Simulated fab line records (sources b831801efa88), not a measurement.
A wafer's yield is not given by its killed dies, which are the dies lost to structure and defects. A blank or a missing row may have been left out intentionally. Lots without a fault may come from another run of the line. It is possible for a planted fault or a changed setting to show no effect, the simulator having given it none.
Comparing a struck lot with a sound one | flow sky130 | 16 steps out of a route of 708
Sound: the wafers L718.2, L718.4, L718.5. Wafers struck: L722.2, L722.4, L722.5. Last of all comes the cause.
Each step with rows lists, per side, the tool, then ch with its chambers, then its first start. Under that, the readings that differ: sound wafers | struck wafers | difference of the means | sigmas: that difference in standard deviations of wafers without a fault.
alike: words and numbers the same on both sides, and readings whose means are apart by under 2 such deviations; not compared: readings that were withheld, readings missing a value for some wafer, numbers with overlapping values and no deviation given by the record, and bounds like >300 which may hide the same value.
The two part at a step that has a row with sigmas, a row that says differs or no value, or rows on one side only. Non-overlapping numbers with no deviation appear without sigmas and do not part them. A reading missing from all wafers of one side parts the sides only when that side holds two or more wafers.

first, 3 steps without rows for these wafers: SKY_SONOS_TUNNEL_EXPOSE_04 (exposes mask TUNM, target cd 410 nm); SKY_SONOS_TUNNEL_PEB_05; SKY_SONOS_TUNNEL_DEVELOP_06 (develop time 60 s).
SKY_SONOS_TUNNEL_CD_MEAS_07: the cd target is 410 nm.
  sound on cd-sem-02 at day 11 09:19; struck on cd-sem-01 at day 12 13:48
  alike: cd-nm
SKY_SONOS_TUNNEL_OVL_MEAS_08:
  sound on overlay-02 at day 11 09:26; struck on overlay-01 at day 12 13:54
  alike: SONOS_TUNNEL_OVL
then, 3 steps without rows for these wafers: SKY_SONOS_TUNNEL_IMPLANT_09; SKY_SONOS_TUNNEL_WET_ETCH_10 (etches SiO2 in dHF, target depth 14 nm, time 280 s); SKY_SONOS_TUNNEL_STRIP_11 (strips in SPM, time 600 s).
SKY_SONOS_TUNNEL_TW_MEAS_12:
  sound on film-metro-02 at day 11 09:53; struck on film-metro-03 at day 12 14:23
  alike: SONOS_TUNNEL_TW
then, 2 steps without rows for these wafers: SKY_SONOS_TUNNEL_CLEAN_13 (cleans in dHF, time 20 s); SKY_SONOS_ONO_OXIDATION_00 (stabilise 600 s, purge 300 s, target thk 2.6 nm).
SKY_SONOS_ONO_THK_MEAS_01:
  sound on film-metro-03 at day 11 12:23; struck on film-metro-02 at day 12 15:48
  alike: SONOS_ONO_OXIDATION_THK
SKY_SONOS_ONO_CVD_02: deposits Si3N4 from DCS/NH3, target thk 10.5 nm, time 180 s.
  sound on lpcvd-02 ch 1, day 11 12:26; struck on lpcvd-02 ch 0, day 12 18:25
  reading                                     | sound             | struck            | difference | sigmas
  zone-power-bottom-pct (%)                   | 18.7 18.7 18.8    | 20.5 20.3 20.2    | +1.6       | +2
  model.Si3N4_of_SONOS_ONO_CVD_02.thk-nm (nm) | 10.52 10.44 10.52 | 13.71 13.86 13.72 | +3.27      |
SKY_SONOS_ONO_THK_MEAS_03:
  sound on film-metro-04 at day 11 13:29; struck on film-metro-03 at day 12 20:01
  reading                   | sound             | struck            | difference | sigmas
  SONOS_ONO_CVD_02_THK (nm) | 10.52 10.39 10.54 | 13.75 13.87 13.69 | +3.29      | +30
then, 1 step without rows for these wafers: SKY_SONOS_ONO_CVD_04 (deposits SiO2 from SiH4/N2O, target thk 5.7199 nm).
-- here the record skips 34 days between the struck wafers' starts before and after, leaving off in module SONOS_ONO and picking up in module PAD_OPEN (first step shown: number 708 of the route) --
SKY_PAD_OPEN_PROBE_99:
  sound on prober-01 at day 45 17:19; struck on prober-01 at day 46 22:27
  reading                                | sound                         | struck                        | difference | sigmas
  model.etest.nfet_16v.r-on-ohm-um       | 1.436e+04 1.443e+04 1.447e+04 | 1.797e+04 1.46e+04 1.452e+04  | +1.277e+03 |
  model.etest.pfet_16v.r-on-ohm-um       | 1.513e+04 1.502e+04 1.507e+04 | 1.667e+04 1.555e+04 1.551e+04 | +8.367e+02 |
  model.etest.pfet-g5v0d10v5.r-on-ohm-um | 4653 4679 4691                | 5496 4840 4808                | +374       |
  model.etest.nfet-g5v0d10v5.r-on-ohm-um | 1887 1866 1882                | 2462 1901 1902                | +210       |
  model.etest.sonos-erased.drive-ua-um   | 140.3 152.6 177.2             | 87.88 89.19 80.11             | -70.97     |
  model.etest.nfet-g5v0d10v5.drive-ua-um | 609.5 598.7 604.8             | 400.6 595.8 597.1             | -73.2      |
  model.etest.tip-sonos.rs-ohm-sq        | 2622 2628 2631                | 2880 2715 2745                | +153       |
  model.etest.nfet_05v0_nvt.drive-ua-um  | 574.1 571.7 569.9             | 427.9 563.2 564.1             | -53.5      |
  alike: killed_at_M0_to_M3, killed_at_M4_up, killed-at-contacts, killed-at-front-end, killed-at-other, killed-dies, killed-open, killed-short

WHERE THEY PART
First at SKY_SONOS_ONO_CVD_02; last, within this record, at SKY_SONOS_ONO_THK_MEAS_03. Later steps at which nothing parts them and some readings are alike: SKY_PAD_OPEN_PROBE_99.

WHY: the cause the simulator had injected
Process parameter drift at SKY_SONOS_ONO_CVD_02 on lpcvd-02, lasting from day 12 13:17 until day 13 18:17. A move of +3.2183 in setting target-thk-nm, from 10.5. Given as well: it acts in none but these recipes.
